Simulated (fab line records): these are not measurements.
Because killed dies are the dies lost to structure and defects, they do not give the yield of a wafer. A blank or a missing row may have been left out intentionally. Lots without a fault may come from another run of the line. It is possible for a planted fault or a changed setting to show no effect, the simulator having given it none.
Comparing a struck lot with a sound one ; flow gf180mcu ; 32 out of 602 route steps
Sound: these wafers, L886.3, L886.4, L886.6. Wafers L889.1, L889.2, L889.3 were the ones struck. The cause comes at the end.
For every step that has rows: the tool of each side, followed by ch and its chambers, followed by its first start. Under that, the readings that differ: sound wafers ; struck wafers ; difference of the means ; sigmas: that difference in standard deviations of wafers without a fault.
alike: a reading whose means differ by less than 2 such deviations, as well as words and numbers matching on both sides. not compared: withheld readings; readings where some wafer has no value; bounds like >300 that might hide an equal value; numbers whose values overlap and for which the record gives no deviation.
Wherever a step has rows on one side only, a row that says differs or no value, or a row with sigmas, the two part there. Non-overlapping numbers with no deviation appear without sigmas and do not part them. A reading that every wafer of one side lacks parts them only if that side has two wafers or more.

GF_HV_LDD_TW_MEAS_23:
  sound on film-metro-04 at day 14 15:01; struck on film-metro-01 at day 15 12:19
  alike: HV_LDD_2_TW
then, 7 steps without rows for these wafers: GF_HV_LDD_DEHYDRATE_24 (time 60 s); GF_HV_LDD_HMDS_25 (prime time 60 s); GF_HV_LDD_COAT_26 (resist thk 1000 nm); GF_HV_LDD_SOFTBAKE_27 (time 60 s); GF_HV_LDD_EXPOSE_28 (exposes mask Nplus HV AREA, target cd 400 nm); GF_HV_LDD_PEB_29; GF_HV_LDD_DEVELOP_30 (develop time 60 s).
GF_HV_LDD_CD_MEAS_31: target cd 400 nm.
  sound on cd-sem-01 at day 15 12:15; struck on cd-sem-02 at day 16 10:21
reading;sound;struck;difference;sigmas
cd-nm (nm);406.1 408.1 406.9;399.1 400.8 400.8;-6.8;-3
GF_HV_LDD_OVL_MEAS_32:
  sound on overlay-01 at day 15 12:20; struck on overlay-01 at day 16 10:28
  alike: HV_LDD_02_OVL
then, 2 steps without rows for these wafers: GF_HV_LDD_IMPLANT_33; GF_HV_LDD_IMPLANT_34.
GF_HV_LDD_IMPLANT_35:
  sound on implanter-02 ch 0, day 15 12:43; struck on implanter-04, day 16 10:48
  no value came back on the struck wafers for beam-energy-keV, beam-on-s (s), faraday-current-uA; on the sound wafers beam-energy-keV reads 60.027 59.997 60.000
after that, 1 step had no rows for these wafers: GF_HV_LDD_IMPLANT_36.
GF_HV_LDD_STRIP_37: strips in O2/N2.
  sound on plasma-asher-03 ch 0,1, day 15 13:00; struck on plasma-asher-03 ch 0,1, day 16 11:06
  alike: drypump-motor-current-A, heater-power-w, o2-flow-sccm, oes-product-au, strip-time-to-endpoint-s
  not compared: rf-hours-counter-h
GF_HV_LDD_TW_MEAS_38:
  sound on film-metro-02 at day 15 13:05; struck on film-metro-01 at day 16 11:12
reading;sound;struck;difference;sigmas
HV_LDD_3_TW;1414 1408 1411;1309 1308 1310;-102;-7
then, 7 steps without rows for these wafers: GF_HV_LDD_DEHYDRATE_39 (time 60 s); GF_HV_LDD_HMDS_40 (prime time 60 s); GF_HV_LDD_COAT_41 (resist thk 1000 nm); GF_HV_LDD_SOFTBAKE_42 (time 60 s); GF_HV_LDD_EXPOSE_43 (exposes mask Pplus HV AREA, target cd 400 nm); GF_HV_LDD_PEB_44; GF_HV_LDD_DEVELOP_45 (develop time 60 s).
GF_HV_LDD_CD_MEAS_46: target cd 400 nm.
  sound on cd-sem-02 at day 16 11:08; struck on cd-sem-01 at day 17 10:21
  alike: cd-nm
GF_HV_LDD_OVL_MEAS_47:
  sound on overlay-02 at day 16 11:14; struck on overlay-02 at day 17 10:28
  alike: HV_LDD_03_OVL
after that, 1 step had no rows for these wafers: GF_HV_LDD_IMPLANT_48.
GF_HV_LDD_STRIP_49: strips in O2/N2.
  sound on plasma-asher-04 ch 0,1, day 16 11:26; struck on plasma-asher-04 ch 0,1, day 17 10:39
  alike: drypump-motor-current-A, heater-power-w, o2-flow-sccm, oes-product-au, strip-time-to-endpoint-s
  not compared: rf-hours-counter-h
GF_HV_LDD_TW_MEAS_50:
  sound on film-metro-02 at day 16 11:31; struck on film-metro-02 at day 17 10:45
  alike: HV_LDD_4_TW
then, 1 step without rows for these wafers: GF_HV_LDD_CLEAN_51 (cleans in SC1/SC2, time 150 s).
GF_HV_LDD_RTA_52: time 10 s.
  sound on rtp-anneal-02 ch 0, day 16 11:40; struck on rtp-anneal-01 ch 0, day 17 10:52
  alike: chamber-o2-ppm, lamp-power-pct, wafer_temp_C_max
GF_HV_LDD_RS_MEAS_53: the measuring method here is four-point-probe.
  sound on film-metro-01 at day 16 11:45; struck on film-metro-04 at day 17 10:56
reading;sound;struck;difference;sigmas
HV_LDD_RS (ohm/sq);420.7 420.9 418.9;440.1 439.6 438.8;+19.3;+21
then, 1 step without rows for these wafers: GF_HV_LDD_CVD_54 (deposits SiO2 from TEOS, target thk 10 nm, time 75 s).

WHERE THEY PART
First at GF_HV_LDD_CD_MEAS_31; last, within this record, at GF_HV_LDD_RS_MEAS_53.

WHY: what the simulator had put in
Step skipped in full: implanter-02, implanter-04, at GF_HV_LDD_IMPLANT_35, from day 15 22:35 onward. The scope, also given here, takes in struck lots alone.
